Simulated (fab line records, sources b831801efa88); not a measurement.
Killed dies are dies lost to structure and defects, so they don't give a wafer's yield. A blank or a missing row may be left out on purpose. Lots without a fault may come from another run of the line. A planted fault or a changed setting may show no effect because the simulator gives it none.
Tool commonality check | flow sky130 | 11 lots, 33 wafers sampled

WHY IT WAS OPENED
At SKY_VT_ADJUST_HVTP_TW_MEAS_11 the reading VT_ADJUST_HVTP_TW is flagged on 3 of 11 lots. Wafers without a fault read 1348, standard deviation 8.2.
Rule: a lot is flagged when every wafer of it that has a number lies more than 4 standard deviations from that mean, or none has a number. The other lots count as sound.

lot  | measured     | on            | VT_ADJUST_HVTP_TW, wafer by wafer | flag
L568 | day 6 21:37  | film_metro-01 | 1344 1346 1351                    |
L569 | day 6 23:39  | film_metro-01 | 1339 1347 1343                    |
L571 | day 7 07:52  | film_metro-03 | 1351 1352 1357                    |
L572 | day 7 17:22  | film_metro-03 | 1356 1356 1357                    |
L575 | day 8 05:01  | film_metro-03 | 1702 1691 1702                    | FLAGGED
L576 | day 8 11:18  | film_metro-03 | 1700 1696 1691                    | FLAGGED
L577 | day 8 20:17  | film_metro-01 | 1669 1675 1673                    | FLAGGED
L580 | day 9 09:43  | film_metro-04 | 1356 1354 1354                    |
L584 | day 10 10:33 | film_metro-03 | 1349 1359 1358                    |
L585 | day 10 18:33 | film_metro-03 | 1352 1351 1353                    |
L590 | day 12 03:29 | film_metro-03 | 1346 1351 1340                    |
The numbers of the flagged lots are 1689 on average: +341 against the usual, or +42 standard deviations.

WHICH TOOL RAN EACH LOT
The record holds 2 process steps before the reading, out of a route of 708 steps. In each cell: the tool, then ch and the chambers that the sampled wafers went through, then the start.
lot  | flag    | SKY_PWDE_STRIP_09                   | SKY_VT_ADJUST_HVTP_IMPLANT_09
L568 |         | plasma_asher-03 ch 0,1, day 4 12:20 | implanter-04 ch 0, day 6 21:22
L569 |         | plasma_asher-01 ch 0,1, day 4 15:45 | implanter-04 ch 0, day 6 23:24
L571 |         | plasma_asher-04 ch 0,1, day 4 22:53 | implanter-01 ch 0, day 7 07:38
L572 |         | plasma_asher-04 ch 0,1, day 5 06:23 | implanter-01 ch 0, day 7 17:08
L575 | FLAGGED | plasma_asher-04 ch 0,1, day 5 17:39 | implanter-01 ch 0, day 8 04:26
L576 | FLAGGED | plasma_asher-03 ch 0,1, day 5 22:36 | implanter-02 ch 0, day 8 10:44
L577 | FLAGGED | plasma_asher-04 ch 0,1, day 6 06:35 | implanter-02 ch 0, day 8 19:46
L580 |         | plasma_asher-03 ch 0,1, day 6 19:29 | implanter-04 ch 0, day 9 09:30
L584 |         | plasma_asher-01 ch 0,1, day 7 19:06 | implanter-02 ch 0, day 10 10:19
L585 |         | plasma_asher-04 ch 0,1, day 8 01:21 | implanter-02 ch 0, day 10 18:19
L590 |         | plasma_asher-04 ch 0,1, day 9 07:14 | implanter-04 ch 0, day 12 03:14
What these steps do:
- SKY_PWDE_STRIP_09: strips in O2/N2.
- SKY_VT_ADJUST_HVTP_IMPLANT_09
- SKY_VT_ADJUST_HVTP_TW_MEAS_11

FLAGGED OVER TOTAL, TOOL BY TOOL (the gauges that took the reading come last)
step                          | tool            | lots run | flagged | share of the flagged lots | sound lots run after its first flagged lot
SKY_PWDE_STRIP_09             | plasma_asher-01 | 2        | 0       | none                      | -
SKY_PWDE_STRIP_09             | plasma_asher-03 | 3        | 1       | some                      | 1 (L580)
SKY_PWDE_STRIP_09             | plasma_asher-04 | 6        | 2       | some                      | 2 (L585,L590)
SKY_VT_ADJUST_HVTP_IMPLANT_09 | implanter-01    | 3        | 1       | some                      | 0
SKY_VT_ADJUST_HVTP_IMPLANT_09 | implanter-02    | 4        | 2       | some                      | 2 (L584,L585)
SKY_VT_ADJUST_HVTP_IMPLANT_09 | implanter-04    | 4        | 0       | none                      | -
SKY_VT_ADJUST_HVTP_TW_MEAS_11 | film_metro-01   | 3        | 1       | some                      | 0
SKY_VT_ADJUST_HVTP_TW_MEAS_11 | film_metro-03   | 7        | 2       | some                      | 3 (L584,L585,L590)
SKY_VT_ADJUST_HVTP_TW_MEAS_11 | film_metro-04   | 1        | 0       | none                      | -

WHAT THE TABLE ALLOWS
No row of the table ran every flagged lot.

WHAT THE SIMULATOR HAD PUT IN
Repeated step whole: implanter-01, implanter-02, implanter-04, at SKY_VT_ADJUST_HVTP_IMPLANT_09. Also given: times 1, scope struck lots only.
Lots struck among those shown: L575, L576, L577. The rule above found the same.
